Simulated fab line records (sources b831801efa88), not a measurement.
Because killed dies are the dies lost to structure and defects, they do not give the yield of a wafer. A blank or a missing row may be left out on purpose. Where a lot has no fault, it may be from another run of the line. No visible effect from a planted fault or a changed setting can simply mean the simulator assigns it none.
2 desks looking at one fault + flow gf180mcu + each desk holds nothing but its own numbers, with what lay behind them at the end

THE METROLOGY DESK
What the gauges read for every lot (on any tool): the sampled wafers with a number, averaged. Marked OUT: a lot whose mean sits more than 4 standard deviations from the usual mean, which makes it out of limits; the brackets give that distance.
Columns: A = INCOMING_BOW at GF_STI_BOW_MEAS_00, usual 0 um; B = MVSD_TW at GF_MVSD_TW_MEAS_11, usual 1572; C = VT_IMPLANT_OVL at GF_VT_IMPLANT_OVL_MEAS_07, usual 1.8 nm; D = MVSD_RS at GF_VT_IMPLANT_RS_MEAS_46, usual 456.5 ohm/sq
| lot  | first seen here | A  | B               | C   | D               |
|------|-----------------|----|-----------------|-----|-----------------|
| L368 | day 1 10:01     | -1 | 1578            | 3.0 | 455.8           |
| L370 | day 1 20:01     | 2  | 1569            | 2.3 | 455.6           |
| L371 | day 2 01:00     | -3 | 1578            | 4.8 | 456.3           |
| L372 | day 2 06:01     | 0  | 1568            | 0.5 | 457.8           |
| L376 | day 3 02:00     | -0 | 1505 (-7.3) OUT | 2.3 | 488.6 (+25) OUT |
| L381 | day 4 03:01     | -4 | 1513 (-6.4) OUT | 2.5 | 489.5 (+25) OUT |
| L382 | day 4 08:01     | 8  | 1553            | 0.1 | 458.7           |
| L383 | day 4 13:01     | 1  | 1588            | 0.4 | 457.0           |
| L385 | day 4 23:00     | -2 | 1575            | 0.2 | 456.2           |
| L388 | day 5 14:01     | -3 | 1568            | 2.3 | 456.0           |
| L390 | day 6 00:02     | 2  | 1571            | 1.1 | 456.6           |
| L391 | day 6 05:00     | -1 | 1571            | 1.7 | 456.0           |
Finding of this desk: L376, L381 out of limits, first seen on L376 at day 6 08:24 (MVSD_TW at GF_MVSD_TW_MEAS_11). L368, L370, L371, L372, L382, L383, L385, L388, L390, L391: within limits.

THE TOOL OWNER'S DESK: implanter-03
The tool's own readings at GF_MVSD_IMPLANT_08, given as means over the sampled wafers that have a number, one for each lot that went through this tool. Marked OUT: a lot whose mean sits more than 4 standard deviations from the usual mean, which makes it out of limits; the brackets give that distance.
Columns: A = dose ions cm2 at GF_MVSD_IMPLANT_08, usual 1.6002e+13; B = faraday current uA at GF_MVSD_IMPLANT_08, usual 90.3
| lot  | first seen here | A                            | B               |
|------|-----------------|------------------------------|-----------------|
| L370 | day 4 21:50     | 1.6027e+13                   | 89.5            |
| L371 | day 5 04:07     | 1.6009e+13                   | 90.5            |
| L376 | day 6 08:00     | 1.3968e+13 (-99 or more) OUT | 80.1 (-5.4) OUT |
| L381 | day 7 17:54     | 1.3967e+13 (-99 or more) OUT | 79.1 (-5.9) OUT |
| L391 | day 10 04:51    | 1.5999e+13                   | 89.0            |
This desk's verdict: out of limits on L376, L381, starting with L376 at day 6 08:00 (dose ions cm2 at GF_MVSD_IMPLANT_08). L370, L371, L391: within limits.

PUT TOGETHER
On L376, L381, at day 6 08:00, an alarm was possible from the tool owner's desk.
At day 6 08:24 the metrology desk could have sounded an alarm, on L376, L381.
The lots listed all ran GF_MVSD_IMPLANT_08 on implanter-03.

WHAT THE SIMULATOR HAD PUT IN
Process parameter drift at GF_MVSD_IMPLANT_08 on implanter-03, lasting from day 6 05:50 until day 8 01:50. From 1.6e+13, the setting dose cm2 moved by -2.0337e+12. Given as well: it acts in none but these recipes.
Lots struck among those shown: L376, L381.
Time in hours from fault onset to the first out-of-limits reading at each desk: tool owner's desk 2, metrology desk 3.
